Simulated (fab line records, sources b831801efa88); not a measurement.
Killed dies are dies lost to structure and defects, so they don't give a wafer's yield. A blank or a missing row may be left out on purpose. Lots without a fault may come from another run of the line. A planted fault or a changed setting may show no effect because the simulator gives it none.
fab line records | flow gf180mcu
record lots=5 wafers=15 last_day=34
route steps=602 shown HV_LDD@210 NSD@235
lots that met no fault: from a run of the same line without faults
start_h: hours from the record's first day to the start of the lot's first wafer shown | wait_h: hours since the lot's step before | " the same as in the row above | L1.1+2: a row that stands for several wafers | - no value, or no start given | * or withheld: withheld | < > ~ a bound
route shown NAME@n: a module of which the file shows steps, and the number in the route of the first | usual: mean/standard deviation of fault-free wafers | same: alike in all rows | chamber/n: place in a boat | sites: the reading at each site | _std_site: their standard deviation | _edge_site: outer sites' mean less inner sites' | radius_mm: how far each site lies from the wafer's centre | mask NAME#n: copy n | behind: the tool/chamber that last shaped the wafer | hold: why the lot was held/for how many hours/how that ended | device: the transistor (n, p or np) that didn't switch | end of line: the same wafers' tests at the end of the route | a step without rows: its recipe alone | killed: dies lost to structure and defects at the first sort, not the wafer's yield | map: a wafer's dies, x killed, . not, _ none there
set.NAME: the setting as run; set.NAME@STEP: as run at that earlier step | model.NAME: the simulator's own value behind a step, which no gauge read
lots at some steps of the route; a table a step, a row a wafer
services: from which hour (start_h, from the record's first day; less than 0 if before it) a tool's chamber was out of use, for how many hours, and why
## steps
# step GF_HV_LDD_IMPLANT_34
# recipe species=P energy_kev=60 dose_cm2=7.5e+12 tilt_deg=30 rotation_deg=90
# usual dose_ions_cm2=7.5e+12/1e+10 tilt_deg=30.004/0.019
# columns lot.wafer tool chamber start_h wait_h dose_ions_cm2 tilt_deg
L075.4 implanter-04 0 260.15 0.1 7.506e+12 29.993
L075.5 " 0 " " 7.493e+12 30.012
L075.6 " 0 " " 7.507e+12 30.010
L076.4 implanter-04 0 270.28 0.1 7.507e+12 30.005
L076.5 " 0 " " 7.512e+12 30.002
L076.6 " 0 " " 7.507e+12 30.005
L078.3 implanter-01 0 287.05 0.1 7.514e+12 29.975
L078.4 " 0 " " 7.506e+12 29.993
L078.6 " 0 " " 7.499e+12 30.004
L092.1 implanter-04 0 399.45 0.1 7.502e+12 30.001
L092.2 " 0 " " 7.492e+12 30.008
L092.6 " 0 " " 7.494e+12 29.987
L097.2 implanter-01 0 432.50 0.1 7.508e+12 30.016
L097.4 " 0 " " 7.505e+12 30.021
L097.6 " 0 " " 7.495e+12 29.985
# step GF_HV_LDD_IMPLANT_35
# recipe species=P energy_kev=60 dose_cm2=7.5e+12 tilt_deg=30 rotation_deg=180
# usual dose_ions_cm2=7.501e+12/9.2e+09 tilt_deg=29.997/0.02
# columns lot.wafer tool chamber start_h wait_h dose_ions_cm2 tilt_deg
L075.4 implanter-04 0 260.30 0.1 7.5e+12 29.976
L075.5 " 0 " " 7.506e+12 29.998
L075.6 " 0 " " 7.498e+12 29.986
L076.4 implanter-04 0 270.43 0.1 7.513e+12 30.016
L076.5 " 0 " " 7.52e+12 29.976
L076.6 " 0 " " 7.5e+12 29.996
L078.3 implanter-01 0 287.20 0.1 7.499e+12 29.965
L078.4 " 0 " " 7.502e+12 29.968
L078.6 " 0 " " 7.509e+12 29.999
L092.1 implanter-04 0 399.60 0.1 7.484e+12 29.988
L092.2 " 0 " " 7.478e+12 29.978
L092.6 " 0 " " 7.484e+12 29.987
L097.2 implanter-01 0 432.65 0.1 7.522e+12 29.989
L097.4 " 0 " " 7.504e+12 29.991
L097.6 " 0 " " 7.504e+12 30.029
# step GF_HV_LDD_IMPLANT_36
# recipe species=P energy_kev=60 dose_cm2=7.5e+12 tilt_deg=30 rotation_deg=270
# usual dose_ions_cm2=7.499e+12/9.3e+09 tilt_deg=30.009/0.021
# columns lot.wafer tool chamber start_h wait_h dose_ions_cm2 tilt_deg
L075.4 implanter-04 0 260.45 0.1 7.5e+12 30.027
L075.5 " 0 " " 7.489e+12 30.045
L075.6 " 0 " " 7.505e+12 30.002
L076.4 implanter-04 0 270.58 0.1 7.494e+12 30.018
L076.5 " 0 " " 7.494e+12 30.001
L076.6 " 0 " " 7.491e+12 30.036
L078.3 implanter-01 0 287.35 0.1 7.502e+12 30.034
L078.4 " 0 " " 7.503e+12 29.999
L078.6 " 0 " " 7.504e+12 30.052
L092.1 implanter-04 0 399.75 0.1 7.493e+12 30.020
L092.2 " 0 " " 7.488e+12 29.981
L092.6 " 0 " " 7.492e+12 30.003
L097.2 implanter-01 0 432.80 0.1 7.493e+12 29.978
L097.4 " 0 " " 7.495e+12 30.014
L097.6 " 0 " " 7.497e+12 29.996
# step GF_HV_LDD_STRIP_37
# recipe chemistry=O2/N2 power_w=1400 pressure_mtorr=1500 platen_temp_c=250 o2_flow_sccm=3000 n2_flow_sccm=300 overash_fraction=0.5
# usual drypump_motor_current_A=5.7/0.41 heater_power_w=319/20 o2_flow_sccm=3002/9.6 oes_product_au=0.716/0.0045 strip_time_to_endpoint_s=12.66/0.031
# columns lot.wafer tool chamber start_h wait_h drypump_motor_current_A heater_power_w o2_flow_sccm oes_product_au rf_hours_counter_h strip_time_to_endpoint_s
L075.4 plasma_asher-03 1 260.56 0.1 6.7 359 3010 0.713 - 12.67
L075.5 " 1 " " 6.7 358 3004 0.713 - 12.66
L075.6 " 0 " " 5.5 305 2999 0.714 - 12.66
L076.4 plasma_asher-02 0 270.69 0.1 5.9 342 3010 0.717 - 12.70
L076.5 " 1 " " 5.9 318 3021 0.716 - 12.69
L076.6 " 0 " " 6.0 334 2990 0.716 - 12.67
L078.3 plasma_asher-02 1 287.49 0.1 5.9 314 2990 0.722 - 12.67
L078.4 " 0 " " 6.0 333 2989 0.717 - 12.65
L078.6 " 0 " " 6.0 335 2997 0.710 - 12.67
L092.1 plasma_asher-03 0 399.90 0.1 5.4 306 3001 0.712 62 12.61
L092.2 " 1 " " 6.6 370 2999 0.722 62 12.67
L092.6 " 1 " " 6.7 364 2996 0.715 - 12.63
L097.2 plasma_asher-02 1 432.93 0.1 5.9 322 3009 0.719 81 12.67
L097.4 " 0 " " 6.0 331 3013 0.714 - 12.68
L097.6 " 0 " " 6.0 342 3016 0.713 - 12.63
# step GF_HV_LDD_TW_MEAS_38
# usual HV_LDD_3_TW=1445/10
# columns lot.wafer tool chamber start_h wait_h HV_LDD_3_TW
L075.4 film_metro-04 - 260.66 0.1 1467
L075.5 " - " " 1468
L075.6 " - " " 1467
L076.4 film_metro-01 - 270.78 0.1 1434
L076.5 " - " " 1447
L076.6 " - " " 1448
L078.3 film_metro-04 - 287.57 0.1 1447
L078.4 " - " " 1448
L078.6 " - " " 1444
L092.1 film_metro-04 - 400.00 0.1 1463
L092.2 " - " " 1463
L092.6 " - " " 1471
L097.2 film_metro-02 - 433.04 0.1 1453
L097.4 " - " " 1445
L097.6 " - " " 1449
# step GF_HV_LDD_DEHYDRATE_39
# recipe temp_c=200 time_s=60
# columns lot.wafer tool chamber start_h wait_h
L075.4+5+6 litho_track-02 0 269.97 9.3
L076.4+5+6 litho_track-04 0 279.65 8.9
L078.3+4+6 litho_track-02 0 296.90 9.3
L092.1+2+6 litho_track-04 0 411.17 11.2
L097.2+4+6 litho_track-02 0 444.52 11.5
# step GF_HV_LDD_HMDS_40
# recipe prime_time_s=60 prime_temp_c=120
# columns lot.wafer tool chamber start_h wait_h
L075.4+5+6 litho_track-02 0 270.12 0.1
L076.4+5+6 litho_track-04 0 279.80 0.1
L078.3+4+6 litho_track-02 0 297.05 0.1
L092.1+2+6 litho_track-04 0 411.32 0.1
L097.2+4+6 litho_track-02 0 444.67 0.1
# step GF_HV_LDD_COAT_41
# recipe resist=NOVOLAK spin_rpm=3000 resist_thk_nm=1000
# usual dispense_pressure_kPa=51.5/2.4
# columns lot.wafer tool chamber start_h wait_h dispense_pressure_kPa
L075.4 litho_track-02 0 270.27 0.1 53.9
L075.5 " 0 " " 53.9
L075.6 " 0 " " 53.9
L076.4 litho_track-04 0 279.95 0.1 48.4
L076.5 " 0 " " 48.4
L076.6 " 0 " " 48.4
L078.3 litho_track-02 0 297.20 0.1 53.9
L078.4 " 0 " " 54.0
L078.6 " 0 " " 54.0
L092.1 litho_track-04 0 411.47 0.1 48.5
L092.2 " 0 " " 48.5
L092.6 " 0 " " 48.5
L097.2 litho_track-02 0 444.82 0.1 53.9
L097.4 " 0 " " 53.9
L097.6 " 0 " " 53.9
# step GF_HV_LDD_SOFTBAKE_42
# recipe temp_c=90 time_s=60 resist=NOVOLAK
# columns lot.wafer tool chamber start_h wait_h
L075.4+5+6 litho_track-02 0 270.42 0.1
L076.4+5+6 litho_track-04 0 280.10 0.1
L078.3+4+6 litho_track-02 0 297.35 0.1
L092.1+2+6 litho_track-04 0 411.62 0.1
L097.2+4+6 litho_track-02 0 444.97 0.1
# step GF_HV_LDD_EXPOSE_43
# recipe mask_id=Pplus_HV_AREA target_cd_nm=400 na=0.6 source_shape=conventional sigma_outer=0.6 dose_mj=140
# usual reticle_temp_C=23.02/0.11 stage_vel_mm_s=500.05/0.23
# columns lot.wafer tool chamber start_h wait_h mask reticle_temp_C stage_vel_mm_s
L075.4 iline_stepper-01 0 - - Pplus_HV_AREA#0 22.93 500.01
L075.5 " 0 " " Pplus_HV_AREA#0 23.13 500.06
L075.6 " 0 " " Pplus_HV_AREA#0 22.99 500.40
L076.4 iline_stepper-02 0 - - Pplus_HV_AREA#0 23.01 499.85
L076.5 " 0 " " Pplus_HV_AREA#0 22.97 499.99
L076.6 " 0 " " Pplus_HV_AREA#0 22.92 500.09
L078.3 iline_stepper-01 0 - - Pplus_HV_AREA#0 23.00 499.91
L078.4 " 0 " " Pplus_HV_AREA#0 22.97 499.95
L078.6 " 0 " " Pplus_HV_AREA#0 23.10 500.00
L092.1 iline_stepper-02 0 - - Pplus_HV_AREA#0 23.06 499.57
L092.2 " 0 " " Pplus_HV_AREA#0 23.18 499.78
L092.6 " 0 " " Pplus_HV_AREA#0 22.93 500.27
L097.2 iline_stepper-01 0 - - Pplus_HV_AREA#0 22.99 500.22
L097.4 " 0 " " Pplus_HV_AREA#0 22.99 500.15
L097.6 " 0 " " Pplus_HV_AREA#0 22.95 499.57
# step GF_HV_LDD_PEB_44
# recipe temp_c=withheld time_s=* resist=NOVOLAK
# columns lot.wafer tool chamber start_h wait_h
L075.4+5+6 litho_track-04 0 - -
L076.4+5+6 litho_track-04 0 - -
L078.3+4+6 litho_track-01 0 - -
L092.1+2+6 litho_track-01 0 - -
L097.2+4+6 litho_track-01 0 - -
# step GF_HV_LDD_DEVELOP_45
# recipe develop_time_s=60 dev_temp_c=23
# columns lot.wafer tool chamber start_h wait_h
L075.4+5+6 litho_track-04 0 279.50 0.1
L076.4+5+6 litho_track-04 0 289.80 0.1
L078.3+4+6 litho_track-01 0 307.36 0.1
L092.1+2+6 litho_track-01 0 422.61 0.1
L097.2+4+6 litho_track-01 0 457.28 0.1
# step GF_HV_LDD_CD_MEAS_46
# recipe target_cd_nm=400
# usual cd_nm=400.2/1.9
# columns lot.wafer tool chamber start_h wait_h cd_nm
L075.4 cd_sem-02 - 279.63 0.1 397.8
L075.5 " - " " 397.8
L075.6 " - " " 398.4
L076.4 cd_sem-02 - 289.93 0.1 397.7
L076.5 " - " " 399.5
L076.6 " - " " 399.1
L078.3 cd_sem-01 - 307.50 0.1 399.8
L078.4 " - " " 401.5
L078.6 " - " " 400.1
L092.1 cd_sem-01 - 422.76 0.1 400.9
L092.2 " - " " 397.5
L092.6 " - " " 398.7
L097.2 cd_sem-01 - 457.43 0.1 399.0
L097.4 " - " " 400.6
L097.6 " - " " 399.7
# step GF_HV_LDD_OVL_MEAS_47
# usual HV_LDD_03_OVL=-0.1/1.3
# columns lot.wafer tool chamber start_h wait_h HV_LDD_03_OVL[nm]
L075.4 overlay-02 - 279.71 0.1 0.6
L075.5 " - " " 1.3
L075.6 " - " " 0.2
L076.4 overlay-02 - 290.01 0.1 -0.9
L076.5 " - " " -1.0
L076.6 " - " " -1.0
L078.3 overlay-01 - 307.59 0.1 1.2
L078.4 " - " " 3.0
L078.6 " - " " 2.7
L092.1 overlay-01 - 422.88 0.1 0.9
L092.2 " - " " 1.1
L092.6 " - " " 0.8
L097.2 overlay-01 - 457.53 0.1 -0.4
L097.4 " - " " -0.5
L097.6 " - " " 0.4
# step GF_HV_LDD_IMPLANT_48
# recipe species=B energy_kev=25 dose_cm2=3e+13 tilt_deg=7
# usual dose_ions_cm2=3e+13/3.3e+10 tilt_deg=7.001/0.019
# columns lot.wafer tool chamber start_h wait_h dose_ions_cm2 tilt_deg
L075.4 implanter-01 0 279.80 0.1 2.996e+13 6.994
L075.5 " 0 " " 2.998e+13 7.035
L075.6 " 0 " " 3.001e+13 7.027
L076.4 implanter-04 0 290.10 0.1 3.001e+13 6.973
L076.5 " 0 " " 2.999e+13 6.986
L076.6 " 0 " " 2.996e+13 6.980
L078.3 implanter-01 0 307.66 0.1 2.995e+13 6.996
L078.4 " 0 " " 2.996e+13 6.986
L078.6 " 0 " " 2.993e+13 7.012
L092.1 implanter-03 0 422.91 0.0 3e+13 6.979
L092.2 " 0 " " 3.001e+13 6.982
L092.6 " 0 " " 2.991e+13 6.987
L097.2 implanter-01 0 457.59 0.0 3e+13 7.009
L097.4 " 0 " " 3.004e+13 7.020
L097.6 " 0 " " 3.001e+13 6.990
# step GF_HV_LDD_STRIP_49
# recipe chemistry=O2/N2 power_w=1400 pressure_mtorr=1500 platen_temp_c=250 o2_flow_sccm=3000 n2_flow_sccm=300 overash_fraction=0.5
# usual drypump_motor_current_A=5.7/0.41 heater_power_w=320/21 o2_flow_sccm=2998/8.2 oes_product_au=0.716/0.0047 strip_time_to_endpoint_s=12.66/0.032
# columns lot.wafer tool chamber start_h wait_h drypump_motor_current_A heater_power_w o2_flow_sccm oes_product_au rf_hours_counter_h strip_time_to_endpoint_s
L075.4 plasma_asher-03 1 279.91 0.1 6.6 360 2990 0.716 - 12.69
L075.5 " 0 " " 5.5 303 3002 0.720 - 12.67
L075.6 " 1 " " 6.7 365 3012 0.717 - 12.68
L076.4 plasma_asher-02 1 290.21 0.1 5.9 319 3002 0.712 - 12.60
L076.5 " 0 " " 6.0 341 3001 0.716 - 12.66
L076.6 " 1 " " 5.9 318 2989 0.715 - 12.63
L078.3 plasma_asher-02 0 307.80 0.1 6.0 339 2989 0.721 - 12.64
L078.4 " 1 " " 5.9 316 3004 0.715 - 12.66
L078.6 " 1 " " 5.9 323 2995 0.725 - 12.66
L092.1 plasma_asher-02 1 423.06 0.1 5.9 326 2988 0.710 80 12.67
L092.2 " 0 " " 6.0 332 3007 0.721 80 12.69
L092.6 " 1 " " 5.9 317 2977 0.710 - 12.68
L097.2 plasma_asher-02 1 457.71 0.1 5.9 326 3010 0.713 84 12.71
L097.4 " 1 " " 5.9 322 3005 0.713 - 12.73
L097.6 " 0 " " 6.0 337 3014 0.711 - 12.73
# step GF_HV_LDD_TW_MEAS_50
# usual HV_LDD_4_TW=573/4.2
# columns lot.wafer tool chamber start_h wait_h HV_LDD_4_TW
L075.4 film_metro-01 - 280.01 0.1 574
L075.5 " - " " 570
L075.6 " - " " 571
L076.4 film_metro-01 - 290.31 0.1 572
L076.5 " - " " 573
L076.6 " - " " 570
L078.3 film_metro-04 - 307.88 0.1 577
L078.4 " - " " 577
L078.6 " - " " 577
L092.1 film_metro-04 - 423.16 0.1 580
L092.2 " - " " 576
L092.6 " - " " 576
L097.2 film_metro-01 - 457.82 0.1 573
L097.4 " - " " 574
L097.6 " - " " 572
# step GF_HV_LDD_CLEAN_51
# recipe chemistry=SC1/SC2 mix=1:4:20 temp_c=70 time_s=150 dry=n2_spin
# columns lot.wafer tool chamber start_h wait_h
L075.4+5+6 wet_bench-04 2 280.04 0.0
L076.4+5+6 wet_bench-04 3 290.34 0.0
L078.3+4+6 wet_bench-01 3 307.92 0.0
L092.1+2+6 wet_bench-02 3 423.22 0.1
L097.2+4+6 wet_bench-02 0 457.87 0.0
# step GF_HV_LDD_RTA_52
# recipe temp_c=1000 time_s=10 ambient=N2
# usual lamp_power_pct=30.1/2.7 wafer_temp_C_max=1004.8/1
# columns lot.wafer tool chamber start_h wait_h lamp_power_pct wafer_temp_C_max
L075.4 rtp_anneal-02 0 280.12 0.0 27.8 1003.9
L075.5 " 0 " " 27.8 1003.7
L075.6 " 0 " " 27.8 1004.4
L076.4 rtp_anneal-02 0 290.42 0.0 27.8 1004.5
L076.5 " 0 " " 27.8 1004.0
L076.6 " 0 " " 27.7 1003.9
L078.3 rtp_anneal-02 0 308.00 0.0 27.8 1004.7
L078.4 " 0 " " 27.8 1004.9
L078.6 " 0 " " 27.8 1004.3
L092.1 rtp_anneal-01 0 423.28 0.0 33.3 1005.5
L092.2 " 0 " " 33.3 1005.9
L092.6 " 0 " " 33.3 1004.9
L097.2 rtp_anneal-02 0 457.93 0.0 27.8 1005.1
L097.4 " 0 " " 27.8 1005.4
L097.6 " 0 " " 27.8 1003.4
# step GF_HV_LDD_RS_MEAS_53
# recipe thk_meas_gauge=four-point-probe
# usual HV_LDD_RS=418.5/1.1
# columns lot.wafer tool chamber start_h wait_h HV_LDD_RS[ohm/sq]
L075.4 film_metro-04 - 280.21 0.1 420.2
L075.5 " - " " 419.0
L075.6 " - " " 419.4
L076.4 film_metro-04 - 290.51 0.1 418.9
L076.5 " - " " 419.3
L076.6 " - " " 420.4
L078.3 film_metro-02 - 308.08 0.1 417.3
L078.4 " - " " 417.8
L078.6 " - " " 417.1
L092.1 film_metro-01 - 423.35 0.1 417.5
L092.2 " - " " 417.9
L092.6 " - " " 417.1
L097.2 film_metro-01 - 458.01 0.1 417.9
L097.4 " - " " 417.6
L097.6 " - " " 416.9
# step GF_HV_LDD_CVD_54
# recipe material=SiO2 target_thk_nm=10 precursor=TEOS temp_c=680 time_s=75 pressure_mtorr=400
# usual susceptor_temp_C=679.99/0.28 zone_power_upper_pct=10.4/0.83
# columns lot.wafer tool chamber start_h wait_h susceptor_temp_C zone_power_upper_pct
L075.4 lpcvd-01 1 280.27 0.0 679.84 11.5
L075.5 " 1 " " 679.71 11.4
L075.6 " 1 " " 679.56 11.5
L076.4 lpcvd-02 0 290.57 0.0 679.89 10.1
L076.5 " 0 " " 680.25 9.8
L076.6 " 0 " " 679.97 9.7
L078.3 lpcvd-02 0 308.16 0.1 680.18 9.9
L078.4 " 0 " " 679.72 9.8
L078.6 " 0 " " 680.21 10.0
L092.1 lpcvd-01 0 423.47 0.1 679.82 9.4
L092.2 " 0 " " 679.67 9.5
L092.6 " 0 " " 679.89 9.3
L097.2 lpcvd-02 0 458.11 0.1 679.81 10.1
L097.4 " 0 " " 679.76 9.9
L097.6 " 0 " " 679.94 9.8
# step GF_HV_LDD_THK_MEAS_55
# recipe reads=SiO2_of_HV_LDD_CVD_54
# usual HV_LDD_CVD_54_THK=9.98/0.16
# columns lot.wafer tool chamber start_h wait_h HV_LDD_CVD_54_THK[nm]
L075.4 film_metro-01 - 281.84 0.0 9.99
L075.5 " - " " 9.88
L075.6 " - " " 10.04
L076.4 film_metro-02 - 291.63 0.0 9.77
L076.5 " - " " 9.60
L076.6 " - " " 9.76
L078.3 film_metro-01 - 309.21 0.0 9.89
L078.4 " - " " 9.66
L078.6 " - " " 9.85
L092.1 film_metro-02 - 424.49 0.0 9.92
L092.2 " - " " 9.91
L092.6 " - " " 9.83
L097.2 film_metro-04 - 459.14 0.0 9.71
L097.4 " - " " 9.71
L097.6 " - " " 9.75
# step GF_HV_LDD_CVD_56
# recipe material=Si3N4 precursor=DCS/NH3 target_thk_nm=90 temp_c=770 time_s=1543 pressure_mtorr=250
# usual susceptor_temp_C=770.0/0.34 zone_power_upper_pct=12.9/0.92
# columns lot.wafer tool chamber start_h wait_h susceptor_temp_C zone_power_upper_pct
L075.4 lpcvd-02 0 281.87 0.0 769.3 12.5
L075.5 " 0 " " 769.6 12.6
L075.6 " 0 " " 769.5 12.5
L076.4 lpcvd-01 0 291.66 0.0 770.0 11.9
L076.5 " 0 " " 770.0 11.9
L076.6 " 0 " " 769.8 12.1
L078.3 lpcvd-02 1 309.25 0.0 769.5 12.9
L078.4 " 1 " " 769.8 13.3
L078.6 " 1 " " 769.7 12.9
L092.1 lpcvd-02 1 424.55 0.1 769.4 13.2
L092.2 " 1 " " 769.8 13.2
L092.6 " 1 " " 770.1 12.9
L097.2 lpcvd-02 1 459.19 0.0 770.3 13.0
L097.4 " 1 " " 770.2 13.2
L097.6 " 1 " " 769.9 13.3
# step GF_HV_LDD_THK_MEAS_57
# recipe reads=Si3N4_of_HV_LDD_CVD_56
# usual HV_LDD_CVD_56_THK=90.0/0.83
# columns lot.wafer tool chamber start_h wait_h HV_LDD_CVD_56_THK[nm]
L075.4 film_metro-04 - 283.32 0.0 90.0
L075.5 " - " " 89.9
L075.6 " - " " 89.3
L076.4 film_metro-02 - 293.11 0.0 91.0
L076.5 " - " " 91.3
L076.6 " - " " 90.9
L078.3 film_metro-01 - 310.69 0.0 90.1
L078.4 " - " " 89.8
L078.6 " - " " 89.6
L092.1 film_metro-01 - 425.98 0.0 89.5
L092.2 " - " " 90.0
L092.6 " - " " 89.7
L097.2 film_metro-02 - 460.63 0.0 89.3
L097.4 " - " " 90.0
L097.6 " - " " 89.9
# step GF_HV_LDD_ETCHBACK_58
# recipe chemistry=CH3F/O2 target=Si3N4 stop_on=SiO2 source_w=400 bias_w=80 pressure_mtorr=25 ch3f_flow_sccm=40 O2_flow_sccm=30 time_s=100 target_depth_a=900
# usual O2_flow_sccm=29.99/0.079 ch3f_flow_sccm=40.02/0.12 drypump_motor_current_A=5.8/0.38 oes_product_au=0.843/0.0067 rf_fwd_power_W=397.8/1.2 throttle_valve_pct=10.562/0.01
# columns lot.wafer tool chamber start_h wait_h O2_flow_sccm ch3f_flow_sccm drypump_motor_current_A oes_product_au rf_fwd_power_W rf_hours_counter_h throttle_valve_pct
L075.4 rie_diel-04 3 283.35 0.0 30.17 40.17 6.1 0.842 397.2 0 10.554
L075.5 " 2 " " 29.98 40.06 5.4 0.842 397.4 - 10.557
L075.6 " 3 " " 30.09 40.07 6.1 0.840 397.0 - 10.548
L076.4 rie_diel-02 0 293.14 0.0 30.04 40.19 6.0 0.850 395.7 93 10.565
L076.5 " 3 " " 30.02 40.03 6.2 0.855 398.5 - 10.571
L076.6 " 2 " " 30.00 40.08 6.0 0.843 398.3 - 10.564
L078.3 rie_diel-02 2 310.73 0.0 30.06 40.07 6.0 0.839 398.6 3 10.565
L078.4 " 3 " " 29.92 40.02 6.2 0.838 398.4 116 10.574
L078.6 " 1 " " 29.96 39.77 6.3 0.830 400.9 - 10.550
L092.1 rie_diel-02 3 426.04 0.1 30.03 39.98 6.2 0.839 397.5 0 10.562
L092.2 " 2 " " 29.94 39.96 6.0 0.841 399.4 7 10.559
L092.6 " 2 " " 29.80 40.11 6.0 0.841 399.3 - 10.591
L097.2 rie_diel-03 2 460.68 0.0 29.97 39.90 6.4 0.843 397.4 90 10.556
L097.4 " 2 " " 30.08 39.97 6.4 0.846 397.8 - 10.558
L097.6 " 1 " " 29.76 39.87 6.0 0.839 399.8 - 10.565
# step GF_NSD_DEHYDRATE_00
# recipe temp_c=200 time_s=60
# columns lot.wafer tool chamber start_h wait_h
L075.4+5+6 litho_track-04 0 292.50 9.1
L076.4+5+6 litho_track-01 0 302.53 9.4
L078.3+4+6 litho_track-04 0 319.47 8.7
L092.1+2+6 litho_track-01 0 437.46 11.4
L097.2+4+6 litho_track-03 0 471.85 11.1
# step GF_NSD_HMDS_01
# recipe prime_time_s=60 prime_temp_c=120
# columns lot.wafer tool chamber start_h wait_h
L075.4+5+6 litho_track-04 0 292.65 0.1
L076.4+5+6 litho_track-01 0 302.68 0.1
L078.3+4+6 litho_track-04 0 319.62 0.1
L092.1+2+6 litho_track-01 0 437.61 0.1
L097.2+4+6 litho_track-03 0 472.00 0.1
# step GF_NSD_COAT_02
# recipe resist=NOVOLAK spin_rpm=3000 resist_thk_nm=1000
# usual dispense_pressure_kPa=48.5/0.91
# columns lot.wafer tool chamber start_h wait_h dispense_pressure_kPa
L075.4 litho_track-04 0 292.80 0.1 48.4
L075.5 " 0 " " 48.4
L075.6 " 0 " " 48.4
L076.4 litho_track-01 0 302.83 0.1 50.2
L076.5 " 0 " " 50.2
L076.6 " 0 " " 50.2
L078.3 litho_track-04 0 319.77 0.1 48.5
L078.4 " 0 " " 48.4
L078.6 " 0 " " 48.4
L092.1 litho_track-01 0 437.76 0.1 50.2
L092.2 " 0 " " 50.2
L092.6 " 0 " " 50.1
L097.2 litho_track-03 0 472.15 0.1 47.8
L097.4 " 0 " " 47.8
L097.6 " 0 " " 47.7
# step GF_NSD_SOFTBAKE_03
# recipe temp_c=90 time_s=60 resist=NOVOLAK
# columns lot.wafer tool chamber start_h wait_h
L075.4+5+6 litho_track-04 0 292.95 0.1
L076.4+5+6 litho_track-01 0 302.98 0.1
L078.3+4+6 litho_track-04 0 319.92 0.1
L092.1+2+6 litho_track-01 0 437.91 0.1
L097.2+4+6 litho_track-03 0 472.30 0.1
# step GF_NSD_EXPOSE_04
# recipe mask_id=Nplus target_cd_nm=400 na=0.6 source_shape=conventional sigma_outer=0.6 dose_mj=140
# usual reticle_temp_C=23.01/0.12 stage_vel_mm_s=499.95/0.26
# columns lot.wafer tool chamber start_h wait_h mask reticle_temp_C stage_vel_mm_s
L075.4 iline_stepper-02 0 - - Nplus#0 23.06 499.83
L075.5 " 0 " " Nplus#0 23.04 500.08
L075.6 " 0 " " Nplus#0 23.08 500.42
L076.4 iline_stepper-02 0 - - Nplus#0 23.02 500.63
L076.5 " 0 " " Nplus#0 22.96 500.31
L076.6 " 0 " " Nplus#0 23.11 500.12
L078.3 iline_stepper-02 0 - - Nplus#0 22.91 499.95
L078.4 " 0 " " Nplus#0 22.84 500.31
L078.6 " 0 " " Nplus#0 22.92 499.87
L092.1 iline_stepper-01 0 - - Nplus#0 22.88 499.75
L092.2 " 0 " " Nplus#0 22.98 500.09
L092.6 " 0 " " Nplus#0 22.90 499.71
L097.2 iline_stepper-02 0 - - Nplus#0 22.98 499.88
L097.4 " 0 " " Nplus#0 22.86 500.02
L097.6 " 0 " " Nplus#0 22.94 499.98
# step GF_NSD_PEB_05
# recipe temp_c=withheld time_s=* resist=NOVOLAK
# columns lot.wafer tool chamber start_h wait_h
L075.4+5+6 litho_track-01 0 - -
L076.4+5+6 litho_track-04 0 - -
L078.3+4+6 litho_track-01 0 - -
L092.1+2+6 litho_track-01 0 - -
L097.2+4+6 litho_track-04 0 - -
# step GF_NSD_DEVELOP_06
# recipe develop_time_s=60 dev_temp_c=23
# columns lot.wafer tool chamber start_h wait_h
L075.4+5+6 litho_track-01 0 302.38 0.1
L076.4+5+6 litho_track-04 0 312.75 0.1
L078.3+4+6 litho_track-01 0 330.21 0.1
L092.1+2+6 litho_track-01 0 450.11 0.1
L097.2+4+6 litho_track-04 0 484.44 0.1
# step GF_NSD_CD_MEAS_07
# recipe target_cd_nm=400
# usual cd_nm=400.0/2.3
# columns lot.wafer tool chamber start_h wait_h cd_nm
L075.4 cd_sem-02 - 302.52 0.1 402.2
L075.5 " - " " 403.5
L075.6 " - " " 403.3
L076.4 cd_sem-01 - 312.88 0.1 396.9
L076.5 " - " " 395.5
L076.6 " - " " 398.9
L078.3 cd_sem-02 - 330.35 0.1 402.4
L078.4 " - " " 400.9
L078.6 " - " " 401.5
L092.1 cd_sem-01 - 450.26 0.1 398.1
L092.2 " - " " 398.3
L092.6 " - " " 395.9
L097.2 cd_sem-02 - 484.59 0.1 398.2
L097.4 " - " " 398.9
L097.6 " - " " 400.5
# step GF_NSD_OVL_MEAS_08
# usual NSD_OVL=0.3/1.3
# columns lot.wafer tool chamber start_h wait_h NSD_OVL[nm]
L075.4 overlay-01 - 302.60 0.1 0.5
L075.5 " - " " 0.2
L075.6 " - " " -0.5
L076.4 overlay-02 - 312.96 0.1 0.1
L076.5 " - " " 1.1
L076.6 " - " " -0.9
L078.3 overlay-01 - 330.44 0.1 1.5
L078.4 " - " " 2.1
L078.6 " - " " 0.7
L092.1 overlay-01 - 450.38 0.1 0.6
L092.2 " - " " 2.8
L092.6 " - " " 1.7
L097.2 overlay-01 - 484.70 0.1 1.9
L097.4 " - " " 0.1
L097.6 " - " " 2.2
# step GF_NSD_IMPLANT_09
# recipe species=As energy_kev=60 dose_cm2=4e+15 tilt_deg=7
# usual dose_ions_cm2=3.999e+15/4.4e+12 tilt_deg=6.998/0.019
# columns lot.wafer tool chamber start_h wait_h dose_ions_cm2 tilt_deg
L075.4 implanter-04 0 302.69 0.1 3.995e+15 7.005
L075.5 " 0 " " 3.995e+15 7.046
L075.6 " 0 " " 3.988e+15 7.005
L076.4 implanter-02 0 313.05 0.1 3.991e+15 6.988
L076.5 " 0 " " 3.999e+15 6.982
L076.6 " 0 " " 3.998e+15 7.003
L078.3 implanter-04 0 330.51 0.1 3.992e+15 7.012
L078.4 " 0 " " 3.997e+15 7.001
L078.6 " 0 " " 4e+15 6.999
L092.1 implanter-04 0 450.41 0.0 4e+15 7.011
L092.2 " 0 " " 3.997e+15 6.967
L092.6 " 0 " " 3.992e+15 6.991
L097.2 implanter-04 0 484.75 0.0 4.003e+15 6.999
L097.4 " 0 " " 4.002e+15 7.005
L097.6 " 0 " " 4e+15 7.021
## services
# columns tool chamber start_h hours kind
rie_diel-02 0 272.94 6.3 repair
plasma_asher-03 - 281.18 15.6 pm
plasma_asher-03 - 302.62 1.2 repair
plasma_asher-02 - 302.67 2.2 repair
plasma_asher-03 - 305.64 1.3 repair
implanter-01 - 315.71 7.4 repair
rie_diel-02 2 319.42 7.6 repair
iline_stepper-02 - 323.89 3.2 repair
plasma_asher-03 - 325.11 0.5 repair
iline_stepper-01 - 327.11 1.7 pm
iline_stepper-02 - 328.87 4.4 pm
plasma_asher-02 - 344.42 1.7 repair
rie_diel-02 1 346.27 11.8 repair
iline_stepper-01 - 361.44 1.4 repair
plasma_asher-03 - 370.48 10.0 repair
rie_diel-02 3 370.51 5.8 repair
iline_stepper-02 - 375.60 1.8 repair
implanter-04 - 389.63 5.2 pm
implanter-01 - 390.90 4.1 pm
iline_stepper-02 - 409.43 1.7 pm
plasma_asher-03 - 417.21 18.7 repair
implanter-01 - 421.63 10.4 repair
lpcvd-02 - 422.63 1.2 repair
implanter-01 - 448.53 2.2 repair
## key
fault none
